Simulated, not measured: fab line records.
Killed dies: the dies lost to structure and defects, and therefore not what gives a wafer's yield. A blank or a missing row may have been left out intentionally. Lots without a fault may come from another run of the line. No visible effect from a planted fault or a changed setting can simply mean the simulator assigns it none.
Which tool did it? ; flow sky130 ; 14 lots, 42 wafers sampled, at 5 steps of a route of 708

## WHAT THE GAUGES SHOWED, per wafer
SKY_VT_ADJUST_HVTP_TW_MEAS_11.
lot;measured;on;VT_ADJUST_HVTP_TW
L629;day 6 13:15;film-metro-01;1350 1348 1349
L631;day 7 05:10;film-metro-01;1342 1338 1335
L630;day 7 05:29;film-metro-04;1363 1362 1352
L633;day 7 14:16;film-metro-01;1339 1331 1342
L634;day 7 18:08;film-metro-02;1342 1341 1333
L635;day 8 06:00;film-metro-04;1355 1354 1363
L636;day 8 11:58;film-metro-04;1352 1361 1361
L637;day 8 17:28;film-metro-02;1336 1327 1327
L638;day 9 00:05;film-metro-01;1349 1345 1343
L639;day 9 00:58;film-metro-01;1337 1346 1341
L640;day 9 08:42;film-metro-01;1341 1342 1344
L646;day 11 06:23;film-metro-01;1343 1346 1350
L650;day 12 05:45;film-metro-02;1323 1321 1326
L651;day 12 13:04;film-metro-04;1365 1362 1361

SKY_VT_ADJUST_LVTN_TW_MEAS_21.
lot;measured;on;VT_ADJUST_LVTN_2_TW
L629;day 8 03:44;film-metro-02;184.4 185.3 184.5
L631;day 8 23:00;film-metro-04;188.0 188.9 187.7
L630;day 8 23:19;film-metro-03;184.4 184.8 184.6
L633;day 9 08:29;film-metro-03;184.6 182.5 184.0
L634;day 9 11:58;film-metro-04;188.4 187.8 188.9
L635;day 10 01:20;film-metro-03;185.5 185.6 185.2
L636;day 10 08:49;film-metro-02;184.3 184.6 184.5
L637;day 10 14:17;film-metro-04;188.6 188.3 188.6
L638;day 10 22:07;film-metro-04;188.0 188.9 188.7
L639;day 10 22:08;film-metro-02;183.2 184.3 183.3
L640;day 11 07:41;film-metro-04;190.3 188.4 189.3
L646;day 13 09:35;film-metro-03;183.6 183.7 184.1
L650;day 14 11:46;film-metro-02;185.1 186.4 185.4
L651;day 14 19:32;film-metro-02;184.9 186.1 185.5

SKY_SONOS_TUNNEL_TW_MEAS_12.
lot;measured;on;SONOS_TUNNEL_TW
L629;day 11 23:52;film-metro-04;197.5 196.4 196.6
L631;day 12 21:50;film-metro-03;193.7 193.6 192.6
L630;day 12 23:56;film-metro-02;193.7 193.5 194.0
L633;day 13 10:41;film-metro-03;193.5 192.8 195.1
L634;day 13 15:38;film-metro-03;192.3 192.7 192.9
L635;day 14 07:13;film-metro-02;194.2 194.1 195.1
L636;day 14 17:34;film-metro-03;194.5 194.4 195.3
L637;day 14 22:43;film-metro-03;236.1 237.0 236.9
L638;day 15 08:33;film-metro-03;193.2 194.5 193.8
L639;day 15 10:14;film-metro-03;236.7 236.5 236.3
L640;day 15 21:02;film-metro-04;196.1 198.1 196.2
L646;day 18 05:58;film-metro-04;243.1 242.5 242.0
L650;day 19 09:54;film-metro-03;194.2 193.3 193.8
L651;day 19 18:30;film-metro-03;192.3 193.0 194.6

SKY_RES_PROTECT_TW_MEAS_08.
lot;measured;on;POLY_GATE_TW
L629;day 15 20:14;film-metro-04;4069 4052 4082
L631;day 16 20:51;film-metro-04;4017 4020 4025
L630;day 17 00:02;film-metro-02;3964 3996 3960
L633;day 17 11:08;film-metro-04;4044 4020 4046
L634;day 17 16:41;film-metro-03;3936 3962 3932
L635;day 18 09:27;film-metro-04;4069 4048 4071
L636;day 18 23:08;film-metro-03;3970 3945 3968
L637;day 19 04:07;film-metro-04;4030 4044 4069
L638;day 19 13:59;film-metro-02;3952 3944 3972
L639;day 19 20:22;film-metro-04;4045 4050 4050
L640;day 20 04:14;film-metro-04;4016 4007 4024
L646;day 22 11:27;film-metro-03;3979 3989 3990
L650;day 23 14:21;film-metro-02;3954 3979 3965
L651;day 24 09:55;film-metro-04;4048 4034 4029

## WHICH TOOL RAN EACH LOT (tool, then ch and the chambers of the sampled wafers, then the start)
lot;SKY_SONOS_TUNNEL_IMPLANT_09
L629;implanter-02 ch 0, day 11 23:26
L631;implanter-02 ch 0, day 12 21:27
L630;implanter-02 ch 0, day 12 23:34
L633;implanter-02 ch 0, day 13 10:15
L634;implanter-01 ch 0, day 13 15:12
L635;implanter-02 ch 0, day 14 06:46
L636;implanter-01 ch 0, day 14 17:07
L637;implanter-02 ch 0, day 14 22:00
L638;implanter-01 ch 0, day 15 08:11
L639;implanter-04 ch 0, day 15 09:31
L640;implanter-01 ch 0, day 15 20:37
L646;implanter-01 ch 0, day 18 05:14
L650;implanter-02 ch 0, day 19 09:29
L651;implanter-02 ch 0, day 19 17:56
- SKY_SONOS_TUNNEL_IMPLANT_09

## WHAT THE TOOLS THEMSELVES READ (means of the sampled wafers that have a number; where no wafer has one, the mark that the record gives instead)
The record holds no such reading with a usual standard deviation.

## THE ANSWER, worked out from the rows above alone
Rule: usual is defined by the lots themselves. The widest of any qualifying gaps counts: lots, ordered by their means at a reading, are off when they make up no more than a third of the lots, leave a main group of 4 or more, and stand apart from it by 3 or more times the standard deviation of that group's means. Not used: any main group whose means are identical at the precision the tables above print for the reading. Also off: a lot with no number at a reading for which 4 or more lots have one. The other lots that the step has rows for count as sound. Order of review: gauges by route order, followed by the tools' own readings, for which a lot's mean as printed above is used. The first step at which some lot is off is used, and at that step the reading that is off furthest; a lot without a number counts as furthest.
Off: at SKY_SONOS_TUNNEL_TW_MEAS_12 (SONOS_TUNNEL_TW), L637, L639, L646. The main group has a mean of 194.3 with a standard deviation of 1.3.
A tool fits if, at a process step before that reading, it ran every lot that is off, and no sound lot after the first of them. Those tools and the gauges at SKY_SONOS_TUNNEL_TW_MEAS_12 are tried in the same way. Not one of the candidates tried fits.

## WHAT THE SIMULATOR HAD PUT IN
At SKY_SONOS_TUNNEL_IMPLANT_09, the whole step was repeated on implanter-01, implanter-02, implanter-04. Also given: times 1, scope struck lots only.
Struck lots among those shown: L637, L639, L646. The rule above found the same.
